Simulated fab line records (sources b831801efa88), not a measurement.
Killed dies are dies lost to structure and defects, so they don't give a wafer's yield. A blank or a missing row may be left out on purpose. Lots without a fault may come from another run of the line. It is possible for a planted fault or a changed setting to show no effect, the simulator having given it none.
One fault seen from 2 desks | flow gf180mcu | what lay behind the numbers comes last; until then each desk has only its own

AT THE TOOL OWNER'S DESK: pecvd-04
The tool's own readings at GF_SAB_CVD_00 (deposits SiO2 from TEOS, target thk 50 nm, time 4.9302 s): means of the sampled wafers that have a number, for each lot that ran on this tool. If a lot's mean is further than 4 standard deviations from the usual mean, the lot is out of limits and carries the mark OUT (the distance appears in the brackets).
Columns: A = heater power w at GF_SAB_CVD_00, usual 665 W; B = susceptor temp C at GF_SAB_CVD_00, usual 399.98 C
lot  | first seen here | A   | B
L525 | day 14 19:29    | 626 | 400.01
L530 | day 16 16:28    | 741 | 399.97
L541 | day 20 20:39    | 693 | 399.85
L543 | day 21 09:51    | 697 | 400.11
L546 | day 22 12:12    | 646 | 399.73
This desk found nothing out of limits on any of the 5 lots.

THE METROLOGY DESK
What the gauges read, lot by lot, whatever tool the lot ran on: means of the sampled wafers that have a number. If a lot's mean is further than 4 standard deviations from the usual mean, the lot is out of limits and carries the mark OUT (the distance appears in the brackets).
Columns: A = VT_IMPLANT_01_OVL at GF_VT_IMPLANT_OVL_MEAS_18, usual 0.5 nm; B = NSD_OVL at GF_NSD_OVL_MEAS_08, usual 0.1 nm; C = SAB_CVD_00_THK at GF_SAB_THK_MEAS_01, usual 50.1 nm
lot  | first seen here | A    | B    | C
L523 | day 6 06:04     | 1.3  | -1.2 | 49.8
L524 | day 6 11:53     | -1.8 | -2.1 | 50.1
L525 | day 6 18:43     | -0.2 | 1.0  | 50.1
L530 | day 8 02:31     | 0.5  | -0.1 | 62.9 (+23) OUT
L538 | day 10 05:31    | -0.0 | -1.5 | 49.5
L539 | day 10 12:07    | 1.1  | 1.5  | 50.3
L540 | day 10 19:16    | -0.1 | 2.3  | 50.7
L541 | day 11 01:49    | -0.1 | -0.7 | 50.8
L542 | day 11 05:46    | 2.5  | 0.3  | 50.2
L543 | day 11 13:49    | 3.0  | -0.9 | 50.3
L544 | day 11 21:11    | -0.8 | 1.0  | 50.2
L545 | day 12 00:37    | -0.5 | 0.2  | 50.1
L546 | day 12 13:04    | -1.1 | 1.8  | 49.6
This desk's finding: out of limits on L530; first on L530, day 16 16:29 (SAB_CVD_00_THK at GF_SAB_THK_MEAS_01). In limits: L523, L524, L525, L538, L539, L540, L541, L542, L543, L544, L545, L546.

PUT TOGETHER
At day 16 16:29 the metrology desk could have sounded an alarm, on L530.
Nothing out of limits was seen by the tool owner's desk.
On record at the tool owner's desk: L530, within its limits.
On pecvd-04, each named lot ran GF_SAB_CVD_00.

WHAT THE SIMULATOR HAD INSERTED
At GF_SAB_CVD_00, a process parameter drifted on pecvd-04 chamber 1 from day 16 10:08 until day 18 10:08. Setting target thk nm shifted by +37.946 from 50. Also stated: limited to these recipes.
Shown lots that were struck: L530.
Delay in hours, fault start to first out-of-limits reading, per desk: metrology desk 6.
